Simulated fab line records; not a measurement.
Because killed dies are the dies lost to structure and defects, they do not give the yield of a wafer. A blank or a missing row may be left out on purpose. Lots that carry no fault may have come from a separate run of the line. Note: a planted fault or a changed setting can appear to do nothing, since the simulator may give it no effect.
The tool behind it: which one? -- flow gf180mcu -- Sampling: 6 lots, 18 wafers, 3 of 602 route steps

== WHAT THE GAUGES SHOWED, per wafer ==
GF_M1_CD_MEAS_14: the cd target is 230 nm.
lot,measured,on,cdNm (nm)
L584,day 18 06:29,cdSem-02,228.5 228.3 229.0
L588,day 19 10:35,cdSem-01,232.5 232.7 231.9
L595,day 22 06:50,cdSem-02,229.4 228.6 228.1
L597,day 22 15:53,cdSem-02,230.7 231.1 232.0
L601,day 24 06:11,cdSem-02,231.7 232.1 232.5
L604,day 24 23:42,cdSem-01,230.3 230.6 231.1

== EACH LOT AND THE TOOL THAT RAN IT (in order: tool; ch and the chambers of the sampled wafers; start) ==
lot,GF_MVSD_EXPOSE_04,GF_CONTACT_CMP_27
L584,"ilineStepper-02 ch 0, day 4 20:41","cmp-02 ch 1,2,3, day 17 06:17"
L588,"ilineStepper-02 ch 0, day 5 14:53","cmp-02 ch 0,1, day 18 09:49"
L595,"ilineStepper-02 ch 0, day 7 09:45","cmp-02 ch 0,1,2, day 21 06:59"
L597,"ilineStepper-02 ch 0, day 7 16:14","cmp-02 ch 0,1,3, day 21 16:26"
L601,"ilineStepper-02 ch 0, day 8 16:20","cmp-01 ch 1,2,3, day 23 06:55"
L604,"ilineStepper-02 ch 0, day 9 09:13","cmp-01 ch 0,1,3, day 24 01:23"
- GF_MVSD_EXPOSE_04: exposes mask MVSD, target cd 1000 nm.
- GF_CONTACT_CMP_27: polishes, stops on SiO2, t overpolish 15 s, target thk 0 nm.

== THE ANSWER, worked out from the rows above alone ==
Rule: what is usual is taken from the lots themselves. The widest of any qualifying gaps counts: lots, ordered by their means at a reading, are off when they make up no more than a third of the lots, leave a main group of 4 or more, and stand apart from it by 3 or more times the standard deviation of that group's means. If all means in a main group match to the digits the tables above print for the reading, that group is not used. A lot without any number at a reading at which 4 lots or more have one is off too. All remaining lots with rows at the step are treated as sound.
None of the lots is off at any reading shown; this tells nothing.

== WHAT THE SIMULATOR PUT IN ==
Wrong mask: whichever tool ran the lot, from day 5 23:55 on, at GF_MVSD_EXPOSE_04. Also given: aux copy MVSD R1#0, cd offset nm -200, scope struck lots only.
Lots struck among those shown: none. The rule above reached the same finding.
